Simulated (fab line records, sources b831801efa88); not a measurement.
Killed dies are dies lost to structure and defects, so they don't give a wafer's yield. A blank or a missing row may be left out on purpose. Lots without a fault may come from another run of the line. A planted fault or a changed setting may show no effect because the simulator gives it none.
A struck lot beside a sound one | flow sky130 | 16 steps out of a route of 708
Sound: wafers L101.1, L101.5, L101.6. Struck: wafer L105.1. (L105.4, L105.5 of the same lot were not struck and are left out.) The cause comes at the end.
At each step with rows: each side's tool, then ch and its chambers, then its first start. Under that, the readings that differ: sound wafers | struck wafers | difference of the means | sigmas: that difference in standard deviations of wafers without a fault.
alike: readings whose means differ by less than 2 such deviations, and words and numbers that are the same on both sides. not compared: withheld readings, readings that some wafer has no value for, bounds like >300 that may hide the same value, and numbers for which the record gives no deviation and whose values overlap.
The two part at a step that has a row with sigmas, a row that says differs or no value, or rows on one side only. Numbers that don't overlap but have no deviation are shown without sigmas and don't part them. A reading that every wafer of one side lacks parts them only if that side has two wafers or more.

first, 2 steps without rows for these wafers: SKY_LOCAL_INTERCONNECT_PEB_09; SKY_LOCAL_INTERCONNECT_DEVELOP_10 (develop time 60 s).
SKY_LOCAL_INTERCONNECT_CD_MEAS_11: target cd 170 nm.
  sound on cd_sem-01, day 30 23:04; struck on cd_sem-02, day 32 15:55
  alike: cd_nm
SKY_LOCAL_INTERCONNECT_OVL_MEAS_12:
  sound on overlay-01, day 30 23:11; struck on overlay-02, day 32 16:02
  alike: LOCAL_INTERCONNECT_OVL
SKY_LOCAL_INTERCONNECT_ETCH_13: etches BARC in N2/H2, stops on SiO2, time 45.9 s, target depth 60 nm.
  sound on rie_metal-02 ch 0, day 30 23:13; struck on rie_metal-02 ch 1, day 32 16:05
  alike: drypump_motor_current_A, h2_flow_sccm, oes_product_au, throttle_valve_pct
  not compared: rf_hours_counter_h
SKY_LOCAL_INTERCONNECT_METAL_ETCH_14: etches TiN in Cl2/BCl3, stops on PSG, target depth 110 nm, time 31.4 s.
  sound on rie_metal-02 ch 0, day 30 23:20; struck on rie_metal-02 ch 1, day 32 16:08
  reading               | sound             | struck | difference | sigmas
  oes_product_au (a.u.) | 0.964 0.955 0.956 | 0.940  | -0.018     | -2
  alike: drypump_motor_current_A, throttle_valve_pct
  not compared: rf_hours_counter_h
SKY_LOCAL_INTERCONNECT_STRIP_15: strips in O2/N2.
  sound on plasma_asher-02 ch 0,1, day 30 23:26; struck on plasma_asher-02 ch 1, day 32 16:11
  alike: drypump_motor_current_A, oes_product_au, strip_time_to_endpoint_s
  not compared: rf_hours_counter_h
then, 3 steps without rows for these wafers: SKY_LOCAL_INTERCONNECT_STRIP_16 (strips in post etch residue remover, time 1200 s); SKY_LOCAL_INTERCONNECT_CLEAN_17 (cleans in IPA, time 180 s); SKY_LOCAL_INTERCONNECT_CLEAN_18 (cleans in O3/DIW).
SKY_CONTACT_CVD_00: deposits Si3N4, target thk 75 nm.
  sound on pecvd-02 ch 1,2, day 31 00:04; struck on pecvd-01 ch 0, day 32 16:47
  alike: heater_power_w
SKY_CONTACT_THK_MEAS_01:
  sound on film_metro-02, day 31 00:06; struck on film_metro-03, day 32 16:49
  alike: CONTACT_CVD_00_THK
SKY_CONTACT_HDPCVD_02: deposits SiO2, target thk 565 nm, time 94.2 s.
  sound on hdpcvd-01 ch 0,1, day 31 00:10; struck on hdpcvd-01 ch 2, day 32 16:53
  reading                                     | sound             | struck | difference | sigmas
  run_length_s (s)                            | 121.9 122.4 122.4 | 100.3  | -21.9      | -31
  model.SiO2_of_CONTACT_HDPCVD_02.thk_nm (nm) | 559.8 570.1 567.3 | 427.3  | -138.4     |
SKY_CONTACT_THK_MEAS_03:
  sound on film_metro-04, day 31 00:17; struck on film_metro-04, day 32 16:57
  reading                 | sound       | struck | difference | sigmas
  CONTACT_HDPCVD_THK (nm) | 560 570 567 | 428    | -138       | -21
SKY_CONTACT_CMP_04: polishes SiO2.
  sound on cmp-02 ch 1,2, day 31 00:23; struck on cmp-02 ch 0, day 32 17:01
  reading                | sound    | struck | difference | sigmas
  time_to_endpoint_s (s) | 89 94 85 | 35     | -54        | -13
  alike: edge_zone_pressure_frac, motor_current_A
SKY_CONTACT_BOW_MEAS_05:
  sound on film_metro-03, day 31 00:38; struck on film_metro-04, day 32 17:19
  alike: CONTACT_BOW

WHERE THEY PART
First at SKY_LOCAL_INTERCONNECT_METAL_ETCH_14; last, within this record, at SKY_CONTACT_CMP_04. Later steps at which nothing parts them and some readings are alike: SKY_CONTACT_BOW_MEAS_05.

WHY: what the simulator had put in
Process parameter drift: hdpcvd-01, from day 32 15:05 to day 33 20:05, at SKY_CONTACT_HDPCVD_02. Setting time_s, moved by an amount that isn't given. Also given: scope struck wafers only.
